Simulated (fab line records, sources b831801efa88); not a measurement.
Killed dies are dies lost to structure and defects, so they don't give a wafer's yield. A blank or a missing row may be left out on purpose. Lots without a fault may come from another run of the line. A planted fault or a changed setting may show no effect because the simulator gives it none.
fab line records | flow sky130
record lots=7 wafers=21 last_day=50
route steps=708 shown FIELD_ISO@1 PAD_OPEN@708
lots that met no fault: from a run of the same line without faults
start_h: hours from the record's first day to the start of the lot's first wafer shown | wait_h: hours since the lot's step before | " the same as in the row above | L1.1+2: a row that stands for several wafers | - no value, or no start given | * or withheld: withheld | < > ~ a bound
route shown NAME@n: a module of which the file shows steps, and the number in the route of the first | usual: mean/standard deviation of fault-free wafers | same: alike in all rows | chamber/n: place in a boat | sites: the reading at each site | _std_site: their standard deviation | _edge_site: outer sites' mean less inner sites' | radius_mm: how far each site lies from the wafer's centre | mask NAME#n: copy n | behind: the tool/chamber that last shaped the wafer | hold: why the lot was held/for how many hours/how that ended | device: the transistor (n, p or np) that didn't switch | end of line: the same wafers' tests at the end of the route | a step without rows: its recipe alone | killed: dies lost to structure and defects at the first sort, not the wafer's yield | map: a wafer's dies, x killed, . not, _ none there
set.NAME: the setting as run; set.NAME@STEP: as run at that earlier step | model.NAME: the simulator's own value behind a step, which no gauge read
lots at some steps of the route; a table a step, a row a wafer
services: from which hour (start_h, from the record's first day; less than 0 if before it) a tool's chamber was out of use, for how many hours, and why
## steps
# step SKY_FIELD_ISO_BOW_MEAS_00
# recipe mode=bow
# usual INCOMING_BOW=0/5.8
# columns lot.wafer tool chamber start_h wait_h INCOMING_BOW[um]
L210.4 film_metro-01 - 30.06 - 1
L210.5 " - " " 8
L210.6 " - " " 7
L213.2 film_metro-03 - 45.02 - 7
L213.4 " - " " -9
L213.5 " - " " 4
L214.2 film_metro-03 - 50.02 - 0
L214.3 " - " " -3
L214.6 " - " " 14
L216.1 film_metro-03 - 60.00 - -5
L216.2 " - " " -2
L216.6 " - " " -4
L217.1 film_metro-01 - 65.00 - -3
L217.3 " - " " 6
L217.5 " - " " -9
L220.1 film_metro-03 - 80.00 - -2
L220.2 " - " " -2
L220.3 " - " " -9
L225.2 film_metro-01 - 105.02 - -4
L225.4 " - " " 3
L225.6 " - " " 4
# step SKY_FIELD_ISO_OXIDATION_01
# recipe temp_c=900 ambient=O2 stabilise_s=600 purge_s=300 target_thk_a=120 ox_time_s=1843
# step SKY_FIELD_ISO_THK_MEAS_02
# recipe reads=SiO2_of_FIELD_ISO_OXIDATION_01
# usual FIELD_ISO_OXIDATION_00_THK=11.90/0.23
# columns lot.wafer tool chamber start_h wait_h FIELD_ISO_OXIDATION_00_THK[nm]
L210.4 film_metro-03 - 31.66 0.0 11.68
L210.5 " - " " 11.91
L210.6 " - " " 11.58
L213.2 film_metro-03 - 46.64 0.0 11.42
L213.4 " - " " 11.41
L213.5 " - " " 11.54
L214.2 film_metro-03 - 53.65 0.0 11.94
L214.3 " - " " 11.82
L214.6 " - " " 11.96
L216.1 film_metro-02 - 64.16 0.0 12.05
L216.2 " - " " 12.12
L216.6 " - " " 12.18
L217.1 film_metro-02 - 67.43 0.0 12.40
L217.3 " - " " 12.18
L217.5 " - " " 12.29
L220.1 film_metro-02 - 81.68 0.0 12.08
L220.2 " - " " 12.07
L220.3 " - " " 11.91
L225.2 film_metro-01 - 109.07 0.0 12.03
L225.4 " - " " 12.05
L225.6 " - " " 12.00
# step SKY_FIELD_ISO_CVD_03
# recipe material=Si3N4 precursor=DCS/NH3 target_thk_nm=165 temp_c=770 time_s=2830 pressure_mtorr=245.8
# step SKY_FIELD_ISO_THK_MEAS_04
# recipe reads=Si3N4_of_FIELD_ISO_CVD_03
# usual FIELD_ISO_CVD_03_THK=164.4/1.8
# columns lot.wafer tool chamber start_h wait_h FIELD_ISO_CVD_03_THK[nm]
L210.4 film_metro-03 - 35.59 0.0 161.7
L210.5 " - " " 161.7
L210.6 " - " " 161.6
L213.2 film_metro-01 - 48.49 0.0 162.4
L213.4 " - " " 163.6
L213.5 " - " " 163.2
L214.2 film_metro-03 - 56.09 0.0 166.5
L214.3 " - " " 165.6
L214.6 " - " " 167.0
L216.1 film_metro-02 - 66.30 0.0 165.3
L216.2 " - " " 167.8
L216.6 " - " " 166.4
L217.1 film_metro-03 - 70.17 0.0 165.0
L217.3 " - " " 164.0
L217.5 " - " " 163.5
L220.1 film_metro-02 - 83.53 0.0 163.0
L220.2 " - " " 162.6
L220.3 " - " " 164.6
L225.2 film_metro-03 - 110.92 0.0 161.6
L225.4 " - " " 162.5
L225.6 " - " " 162.3
# step SKY_FIELD_ISO_DEHYDRATE_05
# recipe temp_c=200 time_s=60
# step SKY_FIELD_ISO_HMDS_06
# recipe prime_time_s=60 prime_temp_c=120
# step SKY_FIELD_ISO_COAT_07
# recipe resist=BARC temp_c=withheld time_s=withheld spin_rpm=3000 resist_thk_nm=60
# step SKY_FIELD_ISO_COAT_08
# recipe resist=KrF-thick spin_rpm=3000 resist_thk_nm=450
# columns lot.wafer tool chamber start_h wait_h model.KrF-thick_of_FIELD_ISO_COAT_08.thk_nm
L210.4 litho_track-02 0 43 - 449.4
L210.5 " 0 " " 449.6
L210.6 " 0 " " 448.8
L213.2 litho_track-04 0 56 - 449.9
L213.4 " 0 " " 450.2
L213.5 " 0 " " 449.7
L214.2 litho_track-04 0 64 - 487.8
L214.3+6 " 0 " " 488.1
L216.1 litho_track-04 0 73 - 485.9
L216.2 " 0 " " 486.9
L216.6 " 0 " " 486.5
L217.1 litho_track-04 0 78 - 487.5
L217.3 " 0 " " 488.9
L217.5 " 0 " " 488
L220.1 litho_track-02 0 91 - 451
L220.2 " 0 " " 450
L220.3 " 0 " " 449.9
L225.2 litho_track-02 0 119 - 447.8
L225.4 " 0 " " 446.9
L225.6 " 0 " " 448.9
# step SKY_FIELD_ISO_SOFTBAKE_09
# recipe temp_c=100 time_s=90 resist=KrF-thick
# step SKY_FIELD_ISO_EXPOSE_10
# recipe mask_id=FOM na=0.68 source_shape=annular sigma_inner=0.4 sigma_outer=0.8 target_cd_nm=150 dose_mj=28
# step SKY_FIELD_ISO_PEB_11
# recipe peb_temp_c=withheld peb_time_s=withheld resist=KrF-thick
# step SKY_FIELD_ISO_DEVELOP_12
# recipe develop_time_s=60 resist=KrF-thick dev_temp_c=21
# step SKY_FIELD_ISO_CD_MEAS_13
# recipe target_cd_nm=150
# usual cd_nm=150.5/1.8
# columns lot.wafer tool chamber start_h wait_h cd_nm
L210.4 cd_sem-01 - 52.60 - 150.7
L210.5 " - " " 150.9
L210.6 " - " " 152.0
L213.2 cd_sem-01 - 64.76 - 150.7
L213.4 " - " " 151.1
L213.5 " - " " 152.2
L214.2 cd_sem-01 - 72.34 - 149.5
L214.3 " - " " 151.3
L214.6 " - " " 148.4
L216.1 cd_sem-01 - 83.12 - 150.5
L216.2 " - " " 152.5
L216.6 " - " " 151.7
L217.1 cd_sem-01 - 86.88 - 154.6
L217.3 " - " " 154.6
L217.5 " - " " 154.7
L220.1 cd_sem-01 - 100.48 - 150.2
L220.2 " - " " 149.5
L220.3 " - " " 149.0
L225.2 cd_sem-01 - 128.45 - 150.3
L225.4 " - " " 150.2
L225.6 " - " " 150.6
# step SKY_FIELD_ISO_ETCH_14
# recipe chemistry=N2/H2 target=BARC ion_energy_ev=200 source_w=500 bias_w=100 pressure_mtorr=30 n2_flow_sccm=100 h2_flow_sccm=200 stop_on=SiO2 time_s=45.9 target_depth_a=600
# usual chamber_pressure_mTorr=30.00/0.03 drypump_motor_current_A=5.8/0.46 oes_product_au=0.855/0.0045 throttle_valve_pct=13.226/0.009
# columns lot.wafer tool chamber start_h wait_h chamber_pressure_mTorr drypump_motor_current_A oes_product_au rf_hours_counter_h throttle_valve_pct
L210.4 rie_diel-02 2 52.66 0.0 30.03 6.3 0.859 114 13.229
L210.5 " 3 " " 30.06 6.0 0.855 - 13.223
L210.6 " 2 " " 30.01 6.3 0.850 - 13.228
L213.2 rie_diel-04 3 64.86 0.1 30.00 6.3 0.856 7 13.231
L213.4 " 0 " " 30.01 5.1 0.860 158 13.215
L213.5 " 2 " " 29.97 5.6 0.859 - 13.231
L214.2 rie_diel-01 0 72.44 0.1 29.98 6.2 0.861 11 13.221
L214.3 " 1 " " 30.05 5.6 0.854 78 13.225
L214.6 " 2 " " 29.99 5.0 0.854 - 13.236
L216.1 rie_diel-02 3 83.24 0.1 29.98 5.9 0.858 16 13.239
L216.2 " 1 " " 30.00 6.7 0.860 118 13.227
L216.6 " 3 " " 30.03 5.9 0.857 - 13.226
L217.1 rie_diel-02 0 87.00 0.1 29.98 5.5 0.859 48 13.225
L217.3 " 3 " " 29.99 6.0 0.856 16 13.204
L217.5 " 3 " " 30.05 6.0 0.857 - 13.221
L220.1 rie_diel-04 3 100.60 0.1 29.97 6.3 0.850 7 13.240
L220.2 " 0 " " 30.04 5.1 0.852 159 13.236
L220.3 " 2 " " 30.06 5.6 0.856 44 13.235
L225.2 rie_diel-01 3 128.55 0.1 30.02 5.5 0.847 134 13.224
L225.4 " 1 " " 30.00 5.6 0.860 79 13.225
L225.6 " 2 " " 30.00 5.0 0.850 - 13.223
# step SKY_FIELD_ISO_ETCH_15
# recipe chemistry=CHF3/O2 target_depth_nm=180 stop_on=Si source_w=600 bias_w=200 pressure_mtorr=40 chf3_flow_sccm=50 O2_flow_sccm=5 time_s=72
# usual chamber_pressure_mTorr=40.00/0.039 drypump_motor_current_A=5.8/0.47 oes_product_au=0.944/0.0076 throttle_valve_pct=8.843/0.0085
# columns lot.wafer tool chamber start_h wait_h chamber_pressure_mTorr drypump_motor_current_A oes_product_au rf_hours_counter_h throttle_valve_pct model.KrF-thick_of_FIELD_ISO_COAT_08.thk_nm
L210.4 rie_diel-02 2 52.70 0.0 39.99 6.4 0.931 114 8.846 230.8
L210.5 " 3 " " 40.02 5.9 0.940 - 8.858 231
L210.6 " 2 " " 40.04 6.3 0.930 - 8.818 231.5
L213.2 rie_diel-04 3 64.90 0.0 39.96 6.3 0.945 7 8.838 230.6
L213.4 " 0 " " 40.04 5.1 0.941 158 8.844 234.2
L213.5 " 2 " " 40.03 5.6 0.949 - 8.858 233.9
L214.2 rie_diel-01 0 72.49 0.0 40.01 6.2 0.954 11 8.832 280.8
L214.3 " 1 " " 39.95 5.6 0.948 78 8.839 267.7
L214.6 " 2 " " 40.03 5.0 0.949 - 8.843 275.6
L216.1 rie_diel-02 3 83.29 0.0 39.99 6.0 0.949 16 8.851 267.4
L216.2 " 1 " " 40.05 6.7 0.949 118 8.862 273.3
L216.6 " 3 " " 40.04 6.0 0.959 - 8.837 267.9
L217.1 rie_diel-02 0 87.04 0.0 40.02 5.5 0.947 48 8.834 274.7
L217.3 " 3 " " 39.97 5.9 0.942 16 8.838 268.7
L217.5 " 3 " " 40.06 6.0 0.948 - 8.850 268.9
L220.1 rie_diel-04 3 100.64 0.0 39.94 6.3 0.937 7 8.841 231.5
L220.2 " 0 " " 40.00 5.0 0.945 159 8.839 233.3
L220.3 " 2 " " 40.00 5.6 0.941 44 8.851 231.1
L225.2 rie_diel-01 3 128.59 0.0 40.01 5.3 0.933 134 8.845 234.4
L225.4 " 1 " " 40.02 5.6 0.939 79 8.841 228.2
L225.6 " 2 " " 39.87 5.0 0.937 - 8.836 232.4
# step SKY_FIELD_ISO_STRIP_16
# recipe chemistry=O2/N2 power_w=1400 pressure_mtorr=1500 platen_temp_c=withheld o2_flow_sccm=3000 n2_flow_sccm=300 overash_fraction=0.5
# usual chamber_pressure_mTorr=1500.0/1.3 drypump_motor_current_A=5.5/0.56 oes_product_au=0.376/0.0055 strip_time_to_endpoint_s=3.52/0.048
# columns lot.wafer tool chamber start_h wait_h chamber_pressure_mTorr drypump_motor_current_A oes_product_au rf_hours_counter_h strip_time_to_endpoint_s
L210.4 plasma_asher-02 1 52.79 0.1 1501.0 5.6 0.378 - 3.48
L210.5 " 0 " " 1498.9 4.9 0.373 - 3.49
L210.6 " 1 " " 1500.5 5.5 0.368 - 3.50
L213.2 plasma_asher-01 0 64.96 0.0 1498.7 6.6 0.367 38 3.49
L213.4 " 1 " " 1500.1 5.5 0.378 - 3.54
L213.5 " 1 " " 1501.6 5.5 0.374 - 3.52
L214.2 plasma_asher-03 1 72.54 0.0 1500.0 5.1 0.404 27 4.02
L214.3 " 0 " " 1500.5 6.1 0.390 - 3.88
L214.6 " 1 " " 1499.1 5.1 0.398 - 3.96
L216.1 plasma_asher-01 0 83.34 0.0 1498.7 6.6 0.388 40 3.88
L216.2 " 1 " " 1498.8 5.5 0.403 40 3.93
L216.6 " 0 " " 1501.1 6.6 0.378 - 3.89
L217.1 plasma_asher-02 0 87.10 0.0 1500.1 4.9 0.394 39 3.97
L217.3 " 1 " " 1501.9 5.6 0.388 - 3.89
L217.5 " 1 " " 1499.4 5.6 0.389 - 3.89
L220.1 plasma_asher-03 1 100.70 0.0 1499.8 5.1 0.372 29 3.49
L220.2 " 0 " " 1499.7 6.1 0.371 29 3.50
L220.3 " 1 " " 1500.8 5.1 0.375 - 3.49
L225.2 plasma_asher-03 0 128.65 0.0 1500.3 6.1 0.377 32 3.52
L225.4 " 0 " " 1498.4 6.1 0.368 - 3.47
L225.6 " 1 " " 1500.9 5.1 0.375 - 3.50
# step SKY_FIELD_ISO_ETCH_17
# recipe target_depth_a=3420 mask_material=Si3N4 chemistry=HBr/Cl2/O2 target=Si taper_deg=5 icp_w=600 bias_w=150 pressure_mtorr=15 HBr_flow_sccm=150 Cl2_flow_sccm=40 O2_flow_sccm=6 time_s=101.3
# usual chamber_pressure_mTorr=15.000/0.015 drypump_motor_current_A=5.8/0.33 mfc_cl2_sccm=40.00/0.13 oes_product_au=1.000/0.018 throttle_valve_pct=25.657/0.014
# columns lot.wafer tool chamber start_h wait_h chamber_pressure_mTorr drypump_motor_current_A mfc_cl2_sccm oes_product_au rf_hours_counter_h throttle_valve_pct
L210.4 rie_si-02 2 52.86 0.0 14.965 6.1 40.02 0.988 134 25.669
L210.5 " 3 " " 15.013 5.5 39.98 0.992 - 25.683
L210.6 " 0 " " 14.995 6.0 40.04 1.011 - 25.658
L213.2 rie_si-01 1 65.06 0.1 15.013 6.0 40.13 0.969 114 25.663
L213.4 " 0 " " 15.003 5.3 40.06 1.007 46 25.639
L213.5 " 2 " " 15.012 5.7 39.99 0.991 - 25.673
L214.2 rie_si-02 0 72.64 0.1 15.028 6.0 40.01 1.012 105 25.649
L214.3 " 1 " " 14.995 5.3 40.02 1.032 19 25.640
L214.6 " 1 " " 15.023 5.3 39.95 1.022 - 25.651
L216.1 rie_si-02 3 83.44 0.1 14.994 5.5 39.66 0.993 67 25.658
L216.2 " 0 " " 15.026 6.0 39.75 1.009 105 25.646
L216.6 " 0 " " 15.009 6.0 39.92 0.992 - 25.654
L217.1 rie_si-01 3 87.20 0.1 14.992 6.1 40.03 1.019 20 25.649
L217.3 " 2 " " 15.005 5.7 39.93 0.994 36 25.669
L217.5 " 2 " " 15.015 5.6 39.98 0.987 - 25.674
L220.1 rie_si-02 1 100.80 0.1 14.961 5.3 39.87 1.015 19 25.649
L220.2 " 0 " " 15.005 6.0 39.85 1.002 105 25.662
L220.3 " 2 " " 15.023 6.1 39.88 0.982 134 25.670
L225.2 rie_si-02 3 128.75 0.1 15.013 5.5 40.09 1.004 67 25.663
L225.4 " 0 " " 14.992 6.0 39.85 0.997 105 25.653
L225.6 " 2 " " 15.000 6.2 40.22 0.986 - 25.681
# step SKY_PAD_OPEN_PROBE_99
# usual killed_at_M0_to_M3=44/6.9 killed_at_M4_up=3.3/2 killed_at_contacts=25/5.4 killed_at_front_end=16/4.6 killed_at_other=0.2/0.51 killed_dies=88/8.9 killed_open=48/6.8 killed_short=39/5.8
# same gross_dies=492 killed_at_back_side=0
# columns lot.wafer tool chamber start_h wait_h killed_at_M0_to_M3 killed_at_M4_up killed_at_contacts killed_at_front_end killed_at_other killed_dies killed_open killed_short
L213.2 prober-01 - 1122.22 0.1 44 3 25 15 0 87 44 42
L213.4 prober-01 - 1122.32 0.2 46 4 26 20 0 96 51 45
L213.5 prober-01 - 1122.37 0.2 42 1 20 21 0 84 49 34
L214.2 prober-02 - 1132.47 0.1 42 7 31 14 0 94 56 38
L214.3 prober-02 - 1132.52 0.2 38 2 27 14 0 81 49 32
L214.6 prober-02 - 1132.67 0.2 45 3 27 12 0 87 48 39
L217.1 prober-01 - 1138.86 0.1 44 1 24 16 0 85 44 39
L217.3 prober-01 - 1138.96 0.2 59 1 18 18 0 96 43 53
L217.5 prober-01 - 1139.06 0.2 48 5 26 21 0 100 53 45
L220.1 prober-02 - 1159.38 0.1 62 6 18 16 0 102 58 44
L220.2 prober-02 - 1159.43 0.1 49 2 21 15 0 87 50 36
L220.3 prober-02 - 1159.48 0.2 54 6 15 15 1 91 43 46
# killed by level:class
L213.2 LOCAL_INTERCONNECT:geometric_particle:short=9 METAL1:geometric_particle:short=8 VIA1:geometric_particle:open=8 VIA3:geometric_particle:open=7 CONTACT:geometric_particle:open=6 VIA2:geometric_particle:open=6 FIELD_ISO:geometric_particle:open=5 FIELD_ISO:geometric_particle:short=5
L213.4 CONTACT:geometric_particle:open=12 VIA1:geometric_particle:open=9 FIELD_ISO:geometric_particle:open=8 VIA1:geometric_particle:short=8 FIELD_ISO:geometric_particle:short=6 VIA3:geometric_particle:open=5 LI_CONTACT:geometric_particle:open=5 VIA2:geometric_particle:short=5
L213.5 VIA1:geometric_particle:open=10 VIA2:geometric_particle:open=7 VIA3:geometric_particle:open=7 LI_CONTACT:geometric_particle:open=6 CONTACT:geometric_particle:open=6 CONTACT:geometric_particle:short=5 METAL2:geometric_particle:short=5 FIELD_ISO:geometric_particle:open=4
L214.2 CONTACT:geometric_particle:open=11 LI_CONTACT:geometric_particle:open=10 VIA3:geometric_particle:open=10 VIA1:geometric_particle:open=9 METAL4:geometric_particle:short=7 VIA2:geometric_particle:open=6 CONTACT:geometric_particle:short=5 METAL1:geometric_particle:short=4
L214.3 VIA3:geometric_particle:open=12 CONTACT:geometric_particle:open=9 LI_CONTACT:geometric_particle:open=6 VIA1:geometric_particle:open=6 VIA1:geometric_particle:short=5 LOCAL_INTERCONNECT:geometric_particle:short=4 VIA2:geometric_particle:open=4 FIELD_ISO:geometric_particle:open=3
L214.6 CONTACT:geometric_particle:open=8 VIA2:geometric_particle:open=8 VIA3:geometric_particle:open=8 LI_CONTACT:geometric_particle:open=7 VIA1:geometric_particle:open=7 LOCAL_INTERCONNECT:geometric_particle:short=6 POLY_GATE:geometric_particle:open=6 METAL3:geometric_particle:short=6
L217.1 VIA1:geometric_particle:open=11 VIA1:geometric_particle:short=11 LI_CONTACT:geometric_particle:open=8 CONTACT:geometric_particle:open=6 METAL2:geometric_particle:short=5 VIA2:geometric_particle:open=5 CONTACT:geometric_particle:short=4 VIA2:geometric_particle:short=4
L217.3 METAL1:geometric_particle:short=11 VIA1:geometric_particle:open=8 VIA2:geometric_particle:open=8 METAL2:geometric_particle:short=7 VIA3:geometric_particle:open=7 CONTACT:geometric_particle:short=6 VIA1:geometric_particle:short=6 FIELD_ISO:geometric_particle:open=5
L217.5 CONTACT:geometric_particle:open=11 VIA1:geometric_particle:open=11 VIA3:geometric_particle:open=10 VIA3:geometric_particle:short=7 POLY_GATE:geometric_particle:short=6 LI_CONTACT:geometric_particle:open=6 LOCAL_INTERCONNECT:geometric_particle:short=6 METAL2:geometric_particle:short=6
L220.1 VIA1:geometric_particle:open=18 VIA3:geometric_particle:open=12 VIA2:geometric_particle:open=8 METAL1:geometric_particle:short=8 VIA3:geometric_particle:short=6 METAL4:geometric_particle:short=5 FIELD_ISO:geometric_particle:open=4 LI_CONTACT:geometric_particle:open=4
L220.2 VIA1:geometric_particle:open=18 VIA3:geometric_particle:open=8 POLY_GATE:geometric_particle:short=7 CONTACT:geometric_particle:open=7 VIA2:geometric_particle:open=6 CONTACT:geometric_particle:short=4 METAL1:geometric_particle:short=4 VIA1:geometric_particle:short=4
L220.3 VIA2:geometric_particle:open=9 VIA3:geometric_particle:open=8 VIA1:geometric_particle:short=7 METAL2:geometric_particle:short=7 VIA1:geometric_particle:open=6 LI_CONTACT:geometric_particle:open=6 METAL4:geometric_particle:short=5 METAL1:geometric_particle:short=5
## services
# columns tool chamber start_h hours kind
rie_si-02 1 22.53 4.5 repair
rie_diel-04 - 29.30 0.4 repair
rie_diel-01 2 43.32 - clean
rie_diel-01 2 43.32 18.0 scheduled_down
rie_diel-01 2 43.32 18.0 vent_cycle
rie_diel-01 3 53.16 8.4 repair
rie_diel-02 0 75.65 2.2 repair
plasma_asher-02 - 80.18 3.2 repair
rie_si-02 - 87.53 2.8 pm
plasma_asher-01 - 108.75 9.0 pm
plasma_asher-01 0 108.75 9.0 vent_cycle
plasma_asher-01 1 108.75 9.0 vent_cycle
rie_si-02 0 110.25 8.1 repair
plasma_asher-03 - 117.02 1.0 repair
plasma_asher-01 0 117.75 - clean
plasma_asher-01 1 117.75 - clean
## key
first_sign step=SKY_FIELD_ISO_STRIP_16 reading=strip_time_to_endpoint_s direction=up sigmas=8.4 usual=* struck=* through=*
effect step=SKY_FIELD_ISO_STRIP_16 reading=oes_product_au direction=up sigmas=2.9 usual=0.376 struck=0.392 through=control_loop
model_effect step=SKY_FIELD_ISO_COAT_08 value=KrF-thick_of_FIELD_ISO_COAT_08.thk_nm without=451.6 struck=487.5
model_effect step=SKY_FIELD_ISO_ETCH_15 value=KrF-thick_of_FIELD_ISO_COAT_08.thk_nm without=235.7 struck=271.6
met_at SKY_FIELD_ISO_COAT_08
struck_wafers L214.2,L214.3,L214.6,L216.1,L216.2,L216.6,L217.1,L217.3,L217.5
tester_left_out L214,L216,L217
loop_trim step=SKY_FIELD_ISO_EXPOSE_10 setting=dose lots=L217
onset_between 56 64
fault kind=process_parameter_drift tool=litho_track-04 chamber=- onset_h=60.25 steps=SKY_FIELD_ISO_COAT_08 channel=resist_thk_nm offset=35.781 shape=step end_h=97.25 acts_in=these_recipes_only stated=450
# tester_left_out: of these lots the tester's yield and bins aren't shown, on N5 and GAA mostly nor the transistor test; their killed dies are dies lost to structure and defects alone, not to doping, threshold or leakage, so they don't give the yield
# loop_trim: a control loop set the setting to another value than it would have without faults
